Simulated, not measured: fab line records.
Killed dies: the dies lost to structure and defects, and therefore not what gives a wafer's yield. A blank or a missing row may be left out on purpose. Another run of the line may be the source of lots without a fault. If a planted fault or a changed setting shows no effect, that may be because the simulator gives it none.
fab line records	flow sky130
[record] lots = 6	wafers = 18	lastDay = 50
route steps=708 shown LOCAL_INTERCONNECT@405 CONTACT@406 PAD_OPEN@708
lots that met no fault: from a run of the same line without faults
startH: the number of hours between the record's first day and the start of the first shown wafer of the lot	waitH: hours since the lot's step before	" same as the row above	L1.1+2: a row that stands for several wafers	- no value, or no start given	* or withheld: withheld	< > ~ a bound
route shown NAME@n: names a module that has steps shown in the file, with the first one's number in the route	usual: the fault-free wafers' mean and standard deviation	same: alike in all rows	chamber/n: place in a boat	sites: readings site by site	_std_site: standard deviation of those values	_edge_site: the outer-site mean with the inner-site mean subtracted	radiusMm: for every site, how far away it sits from the centre of the wafer	mask NAME#n: copy n	behind: the last tool/chamber to shape the wafer	hold: why the lot went on hold/how many hours it stayed there/how the hold came to an end	device: the transistor (n, p or np) that didn't switch	end of line: the tests these same wafers got at the end of their route	where a step has no rows: the recipe by itself	killed: dies lost to structure and defects at the first sort, not the wafer's yield	map: the dies of a wafer, with x for killed, . for not killed, _ for no die there
set.NAME: setting as actually run; set.NAME@STEP: the setting as run at that earlier step	model.NAME: the simulator's own value behind a step, which no gauge read
lots at selected steps of the route; one table per step, one row per wafer
services: from which hour (startH, from the record's first day; less than 0 if before it) a tool's chamber was out of use, for how many hours, and why
[[steps]]
[step SKY_LOCAL_INTERCONNECT_CLEAN_18]
[recipe] chemistry = O3/DIW	dry = n2Spin
[step SKY_CONTACT_CVD_00]
[recipe] material = Si3N4	targetThkNm = 75	tempC = 400	timeS = withheld	rfW = 450
[usual] heaterPowerW = 731/98
lot.wafer	tool	chamber	startH	waitH	heaterPowerW
L890.1	pecvd-01	2	709.99	0.0	649
L890.3	"	0	"	"	722
L890.4	"	2	"	"	656
L898.1	pecvd-04	1	774.99	0.0	641
L898.4	"	0	"	"	619
L898.6	"	1	"	"	671
L901.1	pecvd-02	1	806.27	0.0	716
L901.4	"	0	"	"	728
L901.5	"	2	"	"	661
L902.1	pecvd-04	2	808.31	0.0	919
L902.5	"	2	"	"	740
L902.6	"	0	"	"	718
L906.1	pecvd-04	0	841.75	0.0	678
L906.3	"	1	"	"	659
L906.6	"	0	"	"	690
L909.1	pecvd-04	1	869.04	0.0	707
L909.2	"	2	"	"	837
L909.6	"	2	"	"	854
[step SKY_CONTACT_THK_MEAS_01]
[recipe] reads = Si3N4_of_CONTACT_CVD_00
[usual] CONTACT_CVD_00_THK = 74.9/0.95
lot.wafer	tool	chamber	startH	waitH	CONTACT_CVD_00_THK[nm]
L890.1	filmMetro-04	-	710.02	-	72.9
L890.3	"	-	"	"	75.0
L890.4	"	-	"	"	75.7
L898.1	filmMetro-01	-	775.02	-	75.6
L898.4	"	-	"	"	76.0
L898.6	"	-	"	"	76.3
L901.1	filmMetro-03	-	806.30	-	72.7
L901.4	"	-	"	"	75.5
L901.5	"	-	"	"	75.1
L902.1	filmMetro-03	-	808.36	-	74.0
L902.5	"	-	"	"	74.2
L902.6	"	-	"	"	76.0
L906.1	filmMetro-03	-	841.78	-	75.6
L906.3	"	-	"	"	75.8
L906.6	"	-	"	"	78.0
L909.1	filmMetro-04	-	869.07	-	74.6
L909.2	"	-	"	"	75.2
L909.6	"	-	"	"	75.8
[step SKY_CONTACT_HDPCVD_02]
[recipe] material = SiO2	targetThkNm = 565	sigmaOpenFrac = 0.3	timeS = 94.2	tempC = 600	sih4FlowSccm = 60	pressureMtorr = 6
[step SKY_CONTACT_THK_MEAS_03]
[recipe] reads = SiO2_of_CONTACT_HDPCVD_02
[usual] CONTACT_HDPCVD_THK = 563/7.6
lot.wafer	tool	chamber	startH	waitH	CONTACT_HDPCVD_THK[nm]
L890.1	filmMetro-01	-	710.15	0.0	567
L890.3	"	-	"	"	578
L890.4	"	-	"	"	575
L898.1	filmMetro-04	-	775.15	0.0	570
L898.4	"	-	"	"	552
L898.6	"	-	"	"	569
L901.1	filmMetro-01	-	806.43	0.0	565
L901.4	"	-	"	"	573
L901.5	"	-	"	"	561
L902.1	filmMetro-01	-	808.49	0.0	568
L902.5	"	-	"	"	561
L902.6	"	-	"	"	569
L906.1	filmMetro-04	-	841.91	0.0	565
L906.3	"	-	"	"	559
L906.6	"	-	"	"	561
L909.1	filmMetro-03	-	869.20	0.0	556
L909.2	"	-	"	"	556
L909.6	"	-	"	"	551
[step SKY_CONTACT_CMP_04]
[recipe] material = SiO2	downForcePsi = 4	platenRpm = 60	padVelocityMS = 0.94248
[usual] motorCurrentA = 11.9/1.6	timeToEndpointS = 80/4.6
lot.wafer	tool	chamber	startH	waitH	motorCurrentA	timeToEndpointS
L890.3	cmp-01	2	710.21	0.0	13.4	86
L890.1	"	0	"	"	9.8	78
L890.4	"	1	"	"	13.1	79
L898.1	cmp-02	3	775.21	0.1	10.8	81
L898.4	"	1	"	"	11.6	70
L898.6	"	0	"	"	10.2	85
L901.4	cmp-02	0	806.62	0.1	9.8	89
L901.1	"	3	"	"	11.4	79
L901.5	"	1	"	"	11.9	77
L902.1	cmp-02	3	808.70	0.2	11.5	79
L902.5	"	0	"	"	10.3	82
L902.6	"	1	"	"	12.5	77
L906.1	cmp-01	0	841.97	0.1	9.7	86
L906.3	"	2	"	"	13.1	84
L906.6	"	0	"	"	10.1	85
L909.2	cmp-02	0	869.26	0.0	10.5	84
L909.1	"	3	"	"	10.9	80
L909.6	"	1	"	"	11.9	77
[step SKY_CONTACT_BOW_MEAS_05]
[recipe] mode = bow
[usual] CONTACT_BOW = 82/7.4
lot.wafer	tool	chamber	startH	waitH	CONTACT_BOW[um]
L890.1	filmMetro-03	-	710.51	0.1	78
L890.3	"	-	"	"	80
L890.4	"	-	"	"	84
L898.1	filmMetro-04	-	775.51	0.2	80
L898.4	"	-	"	"	79
L898.6	"	-	"	"	77
L901.1	filmMetro-03	-	806.92	0.1	55
L901.4	"	-	"	"	65
L901.5	"	-	"	"	80
L902.1	filmMetro-03	-	808.85	0.1	100
L902.5	"	-	"	"	74
L902.6	"	-	"	"	82
L906.1	filmMetro-03	-	842.27	0.2	86
L906.3	"	-	"	"	92
L906.6	"	-	"	"	81
L909.1	filmMetro-04	-	869.56	0.1	87
L909.2	"	-	"	"	90
L909.6	"	-	"	"	75
[step SKY_CONTACT_DEHYDRATE_06]
[recipe] tempC = 200	timeS = 60
[step SKY_CONTACT_HMDS_07]
[recipe] primeTimeS = 60	primeTempC = 120
[step SKY_CONTACT_COAT_08]
[recipe] resist = BARC	tempC = withheld	timeS = withheld	spinRpm = 3000	resistThkNm = 60
[step SKY_CONTACT_COAT_09]
[recipe] resist = KrF-thick	spinRpm = 3000	resistThkNm = 450
[step SKY_CONTACT_SOFTBAKE_10]
[recipe] tempC = 100	timeS = 90	resist = KrF-thick
[step SKY_CONTACT_EXPOSE_11]
[recipe] maskId = CTM1	na = 0.8	sourceShape = annular	sigmaInner = 0.55	sigmaOuter = 0.85	targetCdNm = 170	doseMj = 38
[usual] exposureDoseMJCm2 = 38.00/0.042	stageVelMmS = 499.98/0.24
lot.wafer	tool	chamber	startH	waitH	mask	exposureDoseMJCm2	stageVelMmS
L890.1	krfScanner-01	0	725.41	-	CTM1#0	37.94	500.08
L890.3	"	0	"	"	CTM1#0	37.99	500.16
L890.4	"	0	"	"	CTM1#0	37.96	499.79
L898.1	krfScanner-01	0	789.81	-	CTM1#0	38.03	500.19
L898.4	"	0	"	"	CTM1#0	38.01	500.28
L898.6	"	0	"	"	CTM1#0	38.03	500.54
L901.1	krfScanner-01	0	820.59	-	CTM1#0	34.84	499.58
L901.4	"	0	"	"	CTM1#0	34.84	499.66
L901.5	"	0	"	"	CTM1#0	34.78	499.92
L902.1	krfScanner-02	0	823.04	-	CTM1#0	37.99	500.04
L902.5	"	0	"	"	CTM1#0	38.03	500.20
L902.6	"	0	"	"	CTM1#0	37.95	500.20
L906.1	krfScanner-01	0	856.44	-	CTM1#0	35.41	500.27
L906.3	"	0	"	"	CTM1#0	35.49	500.03
L906.6	"	0	"	"	CTM1#0	35.49	500.17
L909.1	krfScanner-02	0	883.09	-	CTM1#0	37.94	499.91
L909.2	"	0	"	"	CTM1#0	38.00	500.21
L909.6	"	0	"	"	CTM1#0	37.98	499.76
[step SKY_CONTACT_PEB_12]
[recipe] pebTempC = withheld	pebTimeS = withheld	resist = KrF-thick
[step SKY_CONTACT_DEVELOP_13]
[recipe] developTimeS = 60	resist = KrF-thick	devTempC = 21
[step SKY_CONTACT_CD_MEAS_14]
[recipe] targetCdNm = 170
[usual] cdNm = 170.5/1.7
lot.wafer	tool	chamber	startH	waitH	cdNm
L890.1	cdSem-01	-	739.63	-	174.1
L890.3	"	-	"	"	174.3
L890.4	"	-	"	"	173.0
L898.1	cdSem-02	-	803.03	-	172.1
L898.4	"	-	"	"	169.7
L898.6	"	-	"	"	169.8
L901.1	cdSem-02	-	834.39	-	155.3
L901.4	"	-	"	"	155.5
L901.5	"	-	"	"	155.8
L902.1	cdSem-02	-	836.81	-	169.8
L902.5	"	-	"	"	169.8
L902.6	"	-	"	"	169.2
L906.1	cdSem-02	-	869.37	-	156.5
L906.3	"	-	"	"	158.1
L906.6	"	-	"	"	157.7
L909.1	cdSem-02	-	895.62	-	170.8
L909.2	"	-	"	"	170.0
L909.6	"	-	"	"	169.5
[step SKY_CONTACT_OVL_MEAS_15]
[usual] CONTACT_OVL = -2/6
lot.wafer	tool	chamber	startH	waitH	CONTACT_OVL[nm]
L890.1	overlay-01	-	739.75	0.1	-1
L890.3	"	-	"	"	-9
L890.4	"	-	"	"	6
L898.1	overlay-02	-	803.15	0.1	-1
L898.4	"	-	"	"	8
L898.6	"	-	"	"	8
L901.1	overlay-01	-	834.51	0.1	-5
L901.4	"	-	"	"	-7
L901.5	"	-	"	"	-11
L902.1	overlay-01	-	836.93	0.1	3
L902.5	"	-	"	"	0
L902.6	"	-	"	"	0
L906.1	overlay-01	-	869.49	0.1	-16
L906.3	"	-	"	"	-17
L906.6	"	-	"	"	-7
L909.1	overlay-02	-	895.74	0.1	2
L909.2	"	-	"	"	-8
L909.6	"	-	"	"	-2
[step SKY_CONTACT_ETCH_16]
[recipe] chemistry = N2/H2	target = BARC	ionEnergyEv = 200	sourceW = 500	biasW = 100	pressureMtorr = 30	n2FlowSccm = 100	h2FlowSccm = 200	stopOn = SiO2	timeS = 45.9	targetDepthA = 600
[usual] chamberPressureMTorr = 30.001/0.028	drypumpMotorCurrentA = 5.8/0.31	oesProductAu = 0.855/0.0045	throttleValvePct = 13.225/0.0096
lot.wafer	tool	chamber	startH	waitH	chamberPressureMTorr	drypumpMotorCurrentA	oesProductAu	rfHoursCounterH	throttleValvePct	model.CONTACT.cdNm
L890.1	rieDiel-02	0	739.79	0.0	29.946	6.0	0.857	36	13.235	173.4
L890.3	"	3	"	"	30.017	5.7	0.857	15	13.223	173.2
L890.4	"	2	"	"	29.993	5.2	0.858	0	13.229	173.1
L898.1	rieDiel-04	3	803.19	0.0	30.024	6.0	0.855	16	13.207	171.4
L898.4	"	0	"	"	30.004	5.9	0.856	27	13.240	168.7
L898.6	"	3	"	"	29.979	6.0	0.859	-	13.245	168.9
L901.1	rieDiel-02	0	834.54	0.0	30.028	6.0	0.860	0	13.241	153.3
L901.4	"	3	"	"	29.960	5.8	0.854	18	13.234	154.3
L901.5	"	2	"	"	30.021	5.2	0.858	-	13.233	155.1
L902.1	rieDiel-04	0	836.97	0.0	30.030	5.9	0.851	28	13.213	169
L902.5	"	2	"	"	30.022	5.7	0.849	-	13.230	168.5
L902.6	"	3	"	"	30.046	6.0	0.848	-	13.227	168.4
L906.1	rieDiel-01	3	869.52	0.0	30.027	5.3	0.859	4	13.239	157.6
L906.3	"	1	"	"	29.984	6.1	0.853	17	13.227	158.3
L906.6	"	3	"	"	30.017	5.4	0.845	-	13.228	158.4
L909.1	rieDiel-01	1	895.77	0.0	29.987	6.1	0.848	18	13.233	170.8
L909.2	"	0	"	"	30.012	5.4	0.854	11	13.215	170.8
L909.6	"	3	"	"	29.975	5.4	0.865	-	13.216	170.5
[step SKY_CONTACT_ETCH_17]
[recipe] target = SiO2	chemistry = C4F8/O2/Ar	stopOn = Si3N4	maskMaterial = KrF-thick	sourceW = 1500	biasW = 1200	pressureMtorr = 40	c4f8FlowSccm = withheld	O2_flow_sccm = 6	Ar_flow_sccm = 300	timeS = withheld	targetDepthA = 3400
[usual] chamberPressureMTorr = 40.00/0.033	oesProductAu = 0.891/0.0053
lot.wafer	tool	chamber	startH	waitH	chamberPressureMTorr	oesProductAu
L890.1	rieDiel-02	0	739.83	0.0	40.01	0.894
L890.3	"	3	"	"	39.96	0.885
L890.4	"	2	"	"	39.99	0.898
L898.1	rieDiel-04	3	803.23	0.0	39.97	0.887
L898.4	"	0	"	"	39.98	0.883
L898.6	"	3	"	"	39.99	0.882
L901.1	rieDiel-02	0	834.58	0.0	40.00	0.897
L901.4	"	3	"	"	39.97	0.880
L901.5	"	2	"	"	40.03	0.896
L902.1	rieDiel-04	0	837.01	0.0	39.99	0.883
L902.5	"	2	"	"	40.02	0.891
L902.6	"	3	"	"	40.03	0.887
L906.1	rieDiel-01	3	869.56	0.0	40.01	0.887
L906.3	"	1	"	"	40.03	0.895
L906.6	"	3	"	"	40.03	0.891
L909.1	rieDiel-01	1	895.81	0.0	39.98	0.888
L909.2	"	0	"	"	40.01	0.887
L909.6	"	3	"	"	40.01	0.894
[step SKY_CONTACT_ETCH_18]
[recipe] target = Si3N4	chemistry = CHF3/O2	stopOn = TiN	sourceW = 600	biasW = 200	pressureMtorr = 40	chf3FlowSccm = 50	O2_flow_sccm = 5	timeS = 39	targetDepthA = 750
[usual] chamberPressureMTorr = 40.00/0.037	drypumpMotorCurrentA = 5.8/0.3	oesProductAu = 0.854/0.0078	throttleValvePct = 8.794/0.0089
lot.wafer	tool	chamber	startH	waitH	chamberPressureMTorr	drypumpMotorCurrentA	oesProductAu	rfHoursCounterH	throttleValvePct	model.CONTACT.cdNm
L890.1	rieDiel-02	0	-	-	40.01	6.0	0.838	36	8.796	173.4
L890.3	"	3	"	"	40.01	5.8	0.853	15	8.795	173.3
L890.4	"	2	"	"	40.01	5.2	0.851	0	8.798	172.6
L898.1	rieDiel-04	3	-	-	39.98	6.0	0.859	16	8.790	171.5
L898.4	"	0	"	"	40.02	5.9	0.858	27	8.800	168.7
L898.6	"	3	"	"	40.01	6.1	0.863	-	8.799	168.9
L901.1	rieDiel-02	0	-	-	39.99	6.0	0.838	0	8.790	153.1
L901.4	"	3	"	"	39.99	5.8	0.859	18	8.790	154.5
L901.5	"	2	"	"	39.99	5.2	0.848	-	8.790	154.6
L902.1	rieDiel-04	0	-	-	40.04	5.8	0.845	28	8.783	169.3
L902.5	"	2	"	"	39.99	5.7	0.852	-	8.793	168.4
L902.6	"	3	"	"	39.97	6.0	0.864	-	8.793	167.9
L906.1	rieDiel-01	3	-	-	40.04	5.4	0.858	4	8.788	157.8
L906.3	"	1	"	"	39.94	6.1	0.864	17	8.794	158.4
L906.6	"	3	"	"	39.96	5.3	0.881	-	8.796	158.5
L909.1	rieDiel-01	1	-	-	40.00	6.1	0.851	18	8.788	170.4
L909.2	"	0	"	"	39.95	5.4	0.861	11	8.777	171.1
L909.6	"	3	"	"	39.94	5.4	0.862	-	8.791	170.4
[step SKY_CONTACT_STRIP_19]
[recipe] chemistry = O2/N2	powerW = 1400	pressureMtorr = 1500	platenTempC = withheld	o2FlowSccm = 3000	n2FlowSccm = 300	overashFraction = 0.5
[usual] chamberPressureMTorr = 1500.1/1.3	drypumpMotorCurrentA = 5.71/0.27	oesProductAu = 0.380/0.0048	stripTimeToEndpointS = 3.61/0.03
lot.wafer	tool	chamber	startH	waitH	chamberPressureMTorr	drypumpMotorCurrentA	oesProductAu	rfHoursCounterH	stripTimeToEndpointS
L890.1	plasmaAsher-04	1	739.92	-	1500.8	5.97	0.379	31	3.64
L890.3	"	1	"	"	1500.0	5.97	0.373	-	3.60
L890.4	"	0	"	"	1499.6	5.25	0.371	-	3.63
L898.1	plasmaAsher-03	0	803.32	-	1500.9	5.53	0.390	101	3.58
L898.4	"	0	"	"	1499.9	5.51	0.386	-	3.59
L898.6	"	1	"	"	1501.3	5.95	0.380	-	3.61
L901.1	plasmaAsher-04	1	834.67	-	1497.0	5.96	0.374	40	3.59
L901.4	"	1	"	"	1500.6	5.99	0.382	-	3.55
L901.5	"	0	"	"	1500.5	5.24	0.377	-	3.52
L902.1	plasmaAsher-02	1	837.10	-	1500.6	6.00	0.381	9	3.64
L902.5	"	1	"	"	1500.4	5.99	0.379	-	3.64
L902.6	"	0	"	"	1498.9	5.62	0.384	-	3.59
L906.1	plasmaAsher-02	0	869.65	-	1499.9	5.64	0.377	12	3.58
L906.3	"	1	"	"	1500.1	5.97	0.382	-	3.60
L906.6	"	1	"	"	1500.3	6.00	0.382	-	3.57
L909.1	plasmaAsher-03	1	895.90	-	1499.8	5.93	0.383	111	3.63
L909.2	"	0	"	"	1500.7	5.52	0.379	111	3.60
L909.6	"	0	"	"	1500.8	5.50	0.374	-	3.61
[step SKY_PAD_OPEN_PROBE_99]
[usual] killed_at_M0_to_M3 = 42/6.6	killed_at_M4_up = 3.1/1.9	killedAtContacts = 25/5.7	killedAtFrontEnd = 16/5	killedAtOther = 0.2/0.38	killedDies = 86/9.6	killedOnRim = 16/4	killedOpen = 47/7.2	killedShort = 39/6.2
[same] grossDies = 492	killedAtBackSide = 0
lot.wafer	tool	chamber	startH	waitH	killed_at_M0_to_M3	killed_at_M4_up	killedAtContacts	killedAtFrontEnd	killedAtOther	killedDies	killedOnRim	killedOpen	killedShort	model.etest.mconChain.rcOhm
L890.1	prober-02	-	1082.55	0.1	37	1	23	10	0	71	10	41	30	16.67
L890.3	prober-02	-	1082.65	0.2	41	3	34	16	1	95	20	53	42	16.1
L890.4	prober-02	-	1082.70	0.2	50	2	29	14	0	95	17	53	42	16.93
L898.1	prober-02	-	1130.08	0.1	50	4	30	25	0	109	15	58	51	17.03
L898.4	prober-02	-	1130.23	0.2	37	5	22	17	0	81	17	39	42	17.4
L898.6	prober-02	-	1130.33	0.2	37	4	19	14	0	74	10	38	36	17.67
L901.1	prober-01	-	1149.13	0.1	42	5	25	12	0	84	12	52	29	19.51
L901.4	prober-01	-	1149.28	0.2	40	1	30	16	0	87	16	50	32	19.32
L901.5	prober-01	-	1149.33	0.2	62	6	29	18	0	115	31	62	53	18.45
L902.1	prober-02	-	1152.69	0.1	40	3	32	9	0	84	13	52	32	17.04
L902.5	prober-02	-	1152.89	0.2	43	3	32	12	1	91	16	44	47	17.77
L902.6	prober-02	-	1152.94	0.2	45	3	28	26	0	102	16	60	42	16.25
L906.1	prober-02	-	1177.05	0.1	32	1	22	21	0	76	16	42	34	18.63
L906.3	prober-02	-	1177.15	0.2	35	4	37	17	0	93	27	62	31	17.34
L906.6	prober-02	-	1177.30	0.2	48	6	28	18	0	100	23	61	39	17.75
L909.1	prober-01	-	1191.85	0.1	36	6	23	12	0	77	16	41	36	16.94
L909.2	prober-01	-	1191.90	0.1	42	5	25	14	0	86	18	46	40	17
L909.6	prober-01	-	1192.10	0.2	43	2	32	20	0	97	20	49	48	16.85
// killed by level:class
L890.1 VIA1:geometricParticle:open=9 CONTACT:geometricParticle:open=7 LI_CONTACT:geometricParticle:open=6 LI_CONTACT:geometricParticle:short=6 METAL1:geometricParticle:short=5 METAL2:geometricParticle:short=4 VIA2:geometricParticle:open=4 VIA3:geometricParticle:open=4
L890.3 CONTACT:geometricParticle:open=12 VIA1:geometricParticle:open=12 LI_CONTACT:geometricParticle:open=8 LOCAL_INTERCONNECT:geometricParticle:short=7 POLY_GATE:geometricParticle:short=6 VIA1:geometricParticle:short=5 VIA2:geometricParticle:open=5 VIA3:geometricParticle:short=5
L890.4 CONTACT:geometricParticle:open=13 VIA1:geometricParticle:open=12 LI_CONTACT:geometricParticle:open=7 VIA3:geometricParticle:open=7 VIA2:geometricParticle:open=6 VIA1:geometricParticle:short=6 FIELD_ISO:geometricParticle:short=5 CONTACT:geometricParticle:short=5
L898.1 POLY_GATE:geometricParticle:short=12 VIA1:geometricParticle:open=12 CONTACT:geometricParticle:open=10 LI_CONTACT:geometricParticle:open=8 VIA2:geometricParticle:open=8 FIELD_ISO:geometricParticle:short=7 METAL1:geometricParticle:short=7 LI_CONTACT:geometricParticle:short=5
L898.4 VIA1:geometricParticle:open=9 METAL1:geometricParticle:short=7 POLY_GATE:geometricParticle:short=7 CONTACT:geometricParticle:short=6 CONTACT:geometricParticle:open=6 VIA3:geometricParticle:open=6 LI_CONTACT:geometricParticle:open=5 LOCAL_INTERCONNECT:geometricParticle:short=5
L898.6 VIA1:geometricParticle:open=13 CONTACT:geometricParticle:short=6 FIELD_ISO:geometricParticle:short=5 CONTACT:geometricParticle:open=5 VIA3:geometricParticle:short=5 LI_CONTACT:geometricParticle:open=4 FIELD_ISO:geometricParticle:open=3 POLY_GATE:geometricParticle:short=3
L901.1 VIA1:geometricParticle:open=11 CONTACT:geometricParticle:open=10 VIA2:geometricParticle:open=8 LI_CONTACT:geometricParticle:open=6 METAL1:geometricParticle:short=5 VIA3:geometricParticle:open=5 FIELD_ISO:geometricParticle:open=4 CONTACT:geometricParticle:short=4
L901.4 LI_CONTACT:geometricParticle:open=10 VIA1:geometricParticle:open=9 CONTACT:geometricParticle:open=6 FIELD_ISO:geometricParticle:open=5 CONTACT:geometricParticle:short=5 METAL2:geometricParticle:short=5 VIA2:geometricParticle:open=5 CONTACT:areaExpose=5
L901.5 VIA1:geometricParticle:open=14 VIA3:geometricParticle:open=13 CONTACT:geometricParticle:open=12 CONTACT:geometricParticle:short=7 METAL2:geometricParticle:short=6 LI_CONTACT:geometricParticle:open=6 VIA3:geometricParticle:short=6 METAL1:geometricParticle:short=6
L902.1 CONTACT:geometricParticle:open=18 VIA1:geometricParticle:open=16 LI_CONTACT:geometricParticle:open=5 METAL2:geometricParticle:short=4 VIA3:geometricParticle:short=4 VIA1:geometricParticle:short=3 CONTACT:geometricParticle:short=3 METAL1:geometricParticle:short=3
L902.5 VIA1:geometricParticle:open=11 CONTACT:geometricParticle:short=11 LOCAL_INTERCONNECT:geometricParticle:short=8 VIA2:geometricParticle:open=7 LI_CONTACT:geometricParticle:open=6 FIELD_ISO:geometricParticle:open=5 CONTACT:geometricParticle:open=5 METAL2:geometricParticle:short=5
L902.6 VIA1:geometricParticle:open=14 LI_CONTACT:geometricParticle:open=11 CONTACT:geometricParticle:open=10 FIELD_ISO:geometricParticle:short=8 POLY_GATE:geometricParticle:short=7 FIELD_ISO:geometricParticle:open=6 VIA1:geometricParticle:short=6 VIA2:geometricParticle:open=6
L906.1 VIA1:geometricParticle:open=8 VIA3:geometricParticle:open=8 FIELD_ISO:geometricParticle:short=7 LI_CONTACT:geometricParticle:open=7 LOCAL_INTERCONNECT:geometricParticle:short=6 POLY_GATE:geometricParticle:short=5 CONTACT:geometricParticle:open=5 FIELD_ISO:geometricParticle:open=4
L906.3 CONTACT:geometricParticle:open=17 LI_CONTACT:geometricParticle:open=12 METAL1:geometricParticle:short=10 VIA1:geometricParticle:open=9 LOCAL_INTERCONNECT:geometricParticle:short=6 VIA2:geometricParticle:open=5 FIELD_ISO:geometricParticle:open=4 VIA3:geometricParticle:open=4
L906.6 VIA1:geometricParticle:open=11 CONTACT:geometricParticle:open=10 VIA3:geometricParticle:open=8 LI_CONTACT:geometricParticle:open=7 CONTACT:geometricParticle:short=7 FIELD_ISO:geometricParticle:open=6 METAL1:geometricParticle:short=6 METAL1:geometricParticle:open=5
L909.1 CONTACT:geometricParticle:short=8 LI_CONTACT:geometricParticle:open=7 VIA1:geometricParticle:open=7 VIA1:geometricParticle:short=6 CONTACT:geometricParticle:open=5 METAL1:geometricParticle:open=4 METAL4:geometricParticle:short=4 METAL2:geometricParticle:short=4
L909.2 CONTACT:geometricParticle:short=8 VIA1:geometricParticle:open=8 VIA3:geometricParticle:open=7 VIA2:geometricParticle:open=6 CONTACT:geometricParticle:open=6 METAL2:geometricParticle:short=5 VIA1:geometricParticle:short=4 POLY_GATE:geometricParticle:short=4
L909.6 VIA1:geometricParticle:open=10 LI_CONTACT:geometricParticle:open=9 CONTACT:geometricParticle:open=9 FIELD_ISO:geometricParticle:short=7 CONTACT:geometricParticle:short=7 VIA3:geometricParticle:open=7 METAL1:geometricParticle:short=6 POLY_GATE:geometricParticle:short=5
[[services]]
tool	chamber	startH	hours	kind
krfScanner-01	-	686.09	1.0	pm
rieDiel-02	3	688.46	19.5	repair
rieDiel-01	1	689.30	36.2	repair
rieDiel-01	0	690.45	7.3	repair
rieDiel-04	3	692.08	4.6	repair
krfScanner-01	-	699.73	1.3	pm
cmp-02	-	711.00	5.0	repair
rieDiel-01	2	711.68	1.6	repair
rieDiel-01	-	714.83	0.4	repair
cmp-02	-	720.97	1.5	repair
cmp-02	-	744.86	4.0	pm
krfScanner-01	-	749.90	0.8	pm
rieDiel-01	-	752.74	2.8	pm
rieDiel-04	1	760.56	15.0	repair
pecvd-04	-	761.57	1.0	repair
rieDiel-02	2	770.18	4.2	repair
rieDiel-04	1	777.29	9.5	repair
pecvd-04	1	777.63	13.3	repair
rieDiel-01	-	781.69	6.2	repair
rieDiel-01	3	800.19	2.0	repair
rieDiel-02	-	805.90	0.4	repair
rieDiel-04	0	806.22	2.4	repair
rieDiel-02	1	820.59	2.9	repair
rieDiel-04	3	877.54	2.0	repair
[[key]]
[firstSign] step = SKY_CONTACT_EXPOSE_11	reading = exposureDoseMJCm2	direction = down	sigmas = 68	usual = *	struck = *
[effect] step = SKY_CONTACT_CD_MEAS_14	reading = cdNm	direction = down	sigmas = 8.4	usual = 170.5	struck = 156.5	through = controlLoop
[modelEffect] step = SKY_CONTACT_ETCH_16	value = CONTACT.cdNm	without = 170.6	struck = 156.2
[modelEffect] step = SKY_CONTACT_ETCH_18	value = CONTACT.cdNm	without = 170.6	struck = 156.1
[modelEffect] step = SKY_PAD_OPEN_PROBE_99	value = etest.mconChain.rcOhm	without = 16.57	struck = 18.5
metAt SKY_CONTACT_EXPOSE_11
struckWafers L901.1,L901.4,L901.5,L906.1,L906.3,L906.6
testerLeftOut L901,L906
[loopTrim] step = SKY_CONTACT_EXPOSE_11	setting = dose	lots = L906
onsetBetween 789.81 820.59
[fault] kind = processParameterDrift	tool = krfScanner-01	chamber = -	onsetH = 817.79	steps = SKY_CONTACT_EXPOSE_11	channel = doseMj	offset = -3.1839	shape = step	actsIn = theseRecipesOnly	stated = 38
// testerLeftOut: of these lots the tester's yield and bins aren't shown, on N5 and GAA mostly nor the transistor test; their killed dies are dies lost to structure and defects alone, not to doping, threshold or leakage, so they don't give the yield
// loopTrim: a control loop set the setting to another value than it would have without faults
